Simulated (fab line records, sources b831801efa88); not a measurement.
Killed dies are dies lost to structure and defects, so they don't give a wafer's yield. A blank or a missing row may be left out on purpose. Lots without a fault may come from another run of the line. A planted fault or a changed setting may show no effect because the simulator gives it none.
One fault seen from 2 desks | flow sky130 | each desk has only its own numbers; what lay behind them comes last

THE METROLOGY DESK
What the gauges read, lot by lot, whatever tool the lot ran on: means of the sampled wafers that have a number. A lot is out of limits, marked OUT, if its mean lies more than 4 standard deviations from the usual mean; the brackets give that distance.
Columns: A = VIA1_HDPCVD_THK at SKY_VIA1_THK_MEAS_01, usual 1033 nm
lot  | first seen here | A
L856 | day 32 10:04    | 1017
L858 | day 33 16:17    | 1036
L859 | day 34 01:52    | 1025
L860 | day 34 04:56    | 1030
L861 | day 34 10:43    | 1040
L869 | day 37 02:44    | 1023
L872 | day 38 02:22    | 1031
L873 | day 38 11:08    | 1032
L874 | day 38 19:25    | 1042
L876 | day 39 06:13    | 1027
L878 | day 39 15:32    | 1034
This desk's finding: nothing out of limits on any of the 11 lots.

THE TOOL OWNER'S DESK: plasma_asher-04
The tool's own readings at SKY_METAL1_STRIP_20 (strips in O2/N2): means of the sampled wafers that have a number, for each lot that ran on this tool. A lot is out of limits, marked OUT, if its mean lies more than 4 standard deviations from the usual mean; the brackets give that distance.
Columns: A = drypump_motor_current_A at SKY_METAL1_STRIP_20, usual 5.29 A; B = oes_product_au at SKY_METAL1_STRIP_20, usual 0.343 a.u.; C = strip_time_to_endpoint_s at SKY_METAL1_STRIP_20, usual 2.687 s
lot  | first seen here | A    | B     | C
L856 | day 32 09:16    | 5.10 | 0.345 | 2.668
L858 | day 33 15:34    | 5.29 | 0.344 | 2.707
L860 | day 34 04:13    | 5.11 | 0.337 | 2.670
L869 | day 37 02:02    | 5.28 | 0.338 | 2.675
L872 | day 38 01:36    | 5.11 | 0.338 | 2.713
This desk's finding: nothing out of limits on any of the 5 lots.

PUT TOGETHER
The metrology desk saw nothing out of limits.
The tool owner's desk saw nothing out of limits.

WHAT THE SIMULATOR HAD PUT IN
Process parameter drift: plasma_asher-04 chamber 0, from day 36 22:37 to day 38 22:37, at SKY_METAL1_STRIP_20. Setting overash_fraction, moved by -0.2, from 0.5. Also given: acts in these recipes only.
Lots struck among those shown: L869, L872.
